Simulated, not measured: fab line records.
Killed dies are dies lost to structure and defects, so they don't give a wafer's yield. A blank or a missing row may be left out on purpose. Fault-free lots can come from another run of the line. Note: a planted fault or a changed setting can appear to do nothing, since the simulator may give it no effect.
Matching of chambers    flow gf180mcu    GF_V3_CMP_26 on cmp-01: 4 sister chambers
The step polishes, stops on SiO2, t overpolish 15 s, target thk 0 nm. 4 wafers are shown with their chamber, then 7 later ones without.

WAFERS, EACH WITH ITS CHAMBER
wafer   chamber  time_to_endpoint_s (s)
L358.1  2        87
L358.2  1        78
L360.1  3        88
L360.2  0        89

WAFERS WHOSE CHAMBER IS MISSING
wafer   time_to_endpoint_s (s)
L360.3  91
L361.2  82
L361.3  82
L361.5  84
L363.2  81
L363.3  82
L363.4  79

WHICH CHAMBER EACH ONE RAN IN
wafer   from the rows above                in truth
L360.3  can't be placed: 0 or 3 or 2       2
L361.2  can't be placed: 1 or 2 or 3 or 0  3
L361.3  can't be placed: 1 or 2 or 3 or 0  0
L361.5  can't be placed: 2 or 3 or 0 or 1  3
L363.2  can't be placed: 1 or 2 or 3 or 0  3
L363.3  can't be placed: 1 or 2 or 3 or 0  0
L363.4  1                                  1
1 of 7 placed correctly. These rows do not allow placing 6 (true chamber among the candidates in 6). Number placed wrongly: 0.
How it was worked out, from the rows above alone: a wafer's distance from a chamber is the root of the sum, over the readings, of the square of ((its reading less the chamber's mean) divided by the reading's scatter). If the next closest chamber is less than 2 further off than the closest, the wafer can't be placed; otherwise it belongs to the closest. A chamber's mean is the mean of its shown wafers. The scatter (one wafer shown for each chamber): square how far every hidden wafer sits from the nearest shown wafer, average those squares and take the square root.
